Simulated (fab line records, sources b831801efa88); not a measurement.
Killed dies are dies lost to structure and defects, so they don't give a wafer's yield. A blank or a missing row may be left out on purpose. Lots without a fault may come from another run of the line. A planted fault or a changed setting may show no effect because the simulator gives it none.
Which tool did it? | flow sky130 | 13 lots, 39 wafers sampled, at 4 steps of a route of 708

WHAT THE GAUGES READ, wafer by wafer
SKY_FIELD_ISO_THK_MEAS_02.
lot  | measured    | on            | FIELD_ISO_OXIDATION_00_THK (nm)
L451 | day 1 20:56 | film_metro-04 | 11.90 12.05 11.92
L453 | day 2 03:56 | film_metro-04 | 12.27 12.05 12.37
L452 | day 2 03:57 | film_metro-02 | 11.87 12.01 11.96
L454 | day 2 11:40 | film_metro-02 | 12.17 12.30 11.92
L459 | day 3 08:38 | film_metro-04 | 11.80 11.93 11.65
L462 | day 3 23:40 | film_metro-04 | 11.92 11.77 11.72
L463 | day 4 05:12 | film_metro-04 | 11.95 11.75 11.77
L465 | day 4 16:55 | film_metro-02 | 11.67 11.97 11.80
L467 | day 5 03:06 | film_metro-03 | 11.91 11.94 11.90
L468 | day 5 08:20 | film_metro-02 | 11.57 11.69 11.75
L469 | day 5 12:32 | film_metro-03 | 11.56 11.63 11.64
L471 | day 5 21:05 | film_metro-03 | 11.89 11.73 11.96
L473 | day 6 07:20 | film_metro-03 | 11.85 11.57 11.57

SKY_POLY_CUT_OVL_MEAS_09.
lot  | measured     | on         | POLY_CUT_OVL (nm)
L451 | day 25 19:41 | overlay-01 | 0 6 6
L453 | day 26 07:18 | overlay-01 | -1 0 -1
L452 | day 26 10:17 | overlay-01 | 1 3 -9
L459 | day 28 13:20 | overlay-01 | -3 -2 1
L462 | day 29 20:28 | overlay-02 | -2 0 -1
L463 | day 30 00:50 | overlay-02 | 6 -1 13
L465 | day 30 12:32 | overlay-02 | -3 0 -7
L467 | day 31 00:24 | overlay-01 | 6 -1 3
L468 | day 31 11:09 | overlay-02 | -3 1 -9
L469 | day 31 16:53 | overlay-02 | -5 4 -1
L471 | day 32 11:35 | overlay-01 | -4 3 1
L473 | day 32 17:42 | overlay-01 | 2 -1 0

SKY_SD_P_CD_MEAS_07: target cd 380 nm.
lot  | measured     | on        | cd_nm (nm)
L451 | day 27 00:49 | cd_sem-01 | 374 375 374
L453 | day 27 12:16 | cd_sem-01 | 376 376 374
L452 | day 27 15:50 | cd_sem-02 | 378 380 381
L459 | day 29 17:17 | cd_sem-02 | 382 382 381
L462 | day 31 01:32 | cd_sem-01 | 381 380 381
L463 | day 31 04:41 | cd_sem-02 | 379 377 376
L465 | day 31 17:49 | cd_sem-01 | 381 380 382
L467 | day 32 04:11 | cd_sem-02 | 376 371 374
L468 | day 32 15:37 | cd_sem-02 | 382 383 384
L469 | day 32 20:49 | cd_sem-02 | 379 382 381
L471 | day 33 16:04 | cd_sem-02 | 376 377 376
L473 | day 33 20:43 | cd_sem-01 | 382 381 380

WHICH TOOL RAN EACH LOT (tool, then ch and the chambers of the sampled wafers, then the start)
lot  | SKY_SONOS_ONO_STRIP_17
L451 | plasma_asher-03 ch 0,1, day 13 20:23
L453 | plasma_asher-04 ch 0,1, day 14 04:30
L452 | plasma_asher-04 ch 0,1, day 14 08:59
L454 | plasma_asher-04 ch 0,1, day 14 17:29
L459 | plasma_asher-01 ch 0,1, day 16 11:35
L462 | plasma_asher-04 ch 0,1, day 17 19:01
L463 | plasma_asher-04 ch 0,1, day 18 01:54
L465 | plasma_asher-03 ch 0,1, day 18 14:12
L467 | plasma_asher-04 ch 0,1, day 19 01:21
L468 | plasma_asher-03 ch 0,1, day 19 11:48
L469 | plasma_asher-04 ch 0,1, day 19 22:43
L471 | plasma_asher-04 ch 0,1, day 20 14:12
L473 | plasma_asher-04 ch 0,1, day 21 02:57
- SKY_SONOS_ONO_STRIP_17: strips in O2/N2.

WHAT THE TOOLS THEMSELVES READ (means of the sampled wafers that have a number; where no wafer has one, the mark that the record gives instead)
SKY_SONOS_ONO_STRIP_17.
lot  | tool            | drypump_motor_current_A (A) | oes_product_au (a.u.) | strip_time_to_endpoint_s (s)
L451 | plasma_asher-03 | 6.2                         | 0.708                 | 14.08
L453 | plasma_asher-04 | 6.4                         | 0.710                 | 14.07
L452 | plasma_asher-04 | 6.4                         | 0.712                 | 14.07
L454 | plasma_asher-04 | 6.4                         | 0.903                 | -
L459 | plasma_asher-01 | 5.4                         | 0.711                 | 14.05
L462 | plasma_asher-04 | 6.4                         | 0.707                 | 14.01
L463 | plasma_asher-04 | 6.4                         | 0.711                 | 14.09
L465 | plasma_asher-03 | 6.2                         | 0.708                 | 14.06
L467 | plasma_asher-04 | 6.4                         | 0.707                 | 14.04
L468 | plasma_asher-03 | 6.5                         | 0.713                 | 14.04
L469 | plasma_asher-04 | 6.4                         | 0.712                 | 14.05
L471 | plasma_asher-04 | 6.4                         | 0.710                 | 13.96
L473 | plasma_asher-04 | 6.4                         | 0.707                 | 13.99

THE ANSWER, worked out from the rows above alone
Rule: what is usual is taken from the lots themselves. Put in order of their means at a reading, lots are off if they are a third of the lots or fewer, leave a main group of 4 or more, and stand apart from it by a gap of 3 or more times the standard deviation of the main group's means; of several such gaps the widest counts. A main group whose means are all the same, to the digits that the tables above print for the reading, isn't used. A lot without any number at a reading at which 4 lots or more have one is off too. The other lots that the step has rows for count as sound. The gauges are gone through in route order, then the tools' own readings, and for those a lot's mean is taken as printed above. The first step at which some lot is off is used, and at that step the reading that is off furthest; a lot without a number counts as furthest.
Off: L454, at SKY_SONOS_ONO_STRIP_17 (strip_time_to_endpoint_s). Without a number there: L454. The main group: mean 14.04 s, standard deviation 0.037.
A tool fits if, at that step or a process step before it, it ran every lot that is off, and no sound lot after the first of them. None of those tried fits.

WHAT THE SIMULATOR HAD PUT IN
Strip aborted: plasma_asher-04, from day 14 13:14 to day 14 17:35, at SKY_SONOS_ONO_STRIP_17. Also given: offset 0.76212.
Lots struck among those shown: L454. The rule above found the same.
